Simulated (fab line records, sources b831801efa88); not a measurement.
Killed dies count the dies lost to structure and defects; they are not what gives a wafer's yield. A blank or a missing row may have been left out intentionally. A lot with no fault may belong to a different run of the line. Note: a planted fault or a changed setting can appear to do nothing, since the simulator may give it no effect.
Problem report in the 8D (eight disciplines) form, filled by code / flow sky130 / the parts of the form that need people (team, actions taken, sign-off) are left out

== 1. THE PROBLEM ==
run length s at SKY_POLY_CUT_ETCH_11 reads a mean of 87.3 s on 4 wafers of 3 lots; wafers without a fault read 71.0 s with a standard deviation of 0.38. That puts it +43 standard deviations away from the usual mean.
The step: etches Si3N4 in CF4/CH2F2/Ar, stops on poly-Si, time 42.5 s, target depth 60 nm.
First seen on wafer L766.3, day 29 20:29, on rie diel-03. The record has a number at this step for 36 wafers belonging to 13 lots. Rule for "out", or "out of limits": more than 4 standard deviations from the usual mean. The other wafers with a number count as sound.

== 2. WHAT IT IS; WHAT IT IS NOT ==
question=which readings at this step | is=run length s, oes product au | is not=drypump motor current A, mfc ar sccm
question=which lots | is=L766, L767, L768 | is not=L750, L752, L753, L755, L757, L759, L760, L761, L763, L765
question=which wafers of those lots | is=L766.3, L767.2, L768.2, L768.3 | is not=L766.4, L767.6
question=read on which tools | is=rie diel-03 | is not=rie diel-01, rie diel-04
question=when | is=from day 29 20:29 | is not=up to then (31 sound wafers); but 1 sound wafer of L767 came after

== 3. THE SUSPECTS, EACH WITH WHAT RULES IT OUT ==
Counting: any tool at a process step up to the reading remains a suspect provided it ran every lot that is out. Sound lots after the first of them don't rule it out here, since some wafers of a struck lot are sound.
- rie diel-03 at SKY_POLY_CUT_ETCH_11 (etches Si3N4 in CF4/CH2F2/Ar, stops on poly-Si, time 42.5 s, target depth 60 nm): kept. It processed each lot that is out (first: L766, day 29 20:29); up to then, its last sound lot is L765 (day 29 13:08). Its own readings are out on those wafers: oes product au, run length s.
Remaining after the count: rie diel-03 at SKY_POLY_CUT_ETCH_11.

== 4. THE CAUSE (what the simulator had put in) ==
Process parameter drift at SKY_POLY_CUT_ETCH_11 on rie diel-03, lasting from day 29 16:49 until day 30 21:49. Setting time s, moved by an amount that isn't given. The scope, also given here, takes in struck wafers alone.
After counting, this tool was the only one left.

== 5. THE EFFECT CHAIN, in route order ==
Rows list readings where the struck wafers' mean (over those with a number) sits beyond 3 standard deviations from the usual. Only readings for which the record gives a usual standard deviation are gone through. hours: the time from each lot's start at the first step in this table that gives one to its start at this step, as a median over the lots. sigmas: the change in usual standard deviations.
hours=0; step=SKY_POLY_CUT_ETCH_11; reading=oes product au; usual=0.829 a.u.; on struck wafers=0.705; change=-0.124; sigmas=-20
hours=0; step=SKY_POLY_CUT_ETCH_11; reading=run length s; usual=71.0 s; on struck wafers=87.3; change=+16.3; sigmas=+43
It contains these process steps:
- SKY_POLY_CUT_ETCH_11: etches Si3N4 in CF4/CH2F2/Ar, stops on poly-Si, time 42.5 s, target depth 60 nm.

== 6. HOW IT WOULD HAVE BEEN CAUGHT EARLIER ==
The fault began at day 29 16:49; the first out-of-limits reading in this record came at day 29 20:29, 4 hours later.
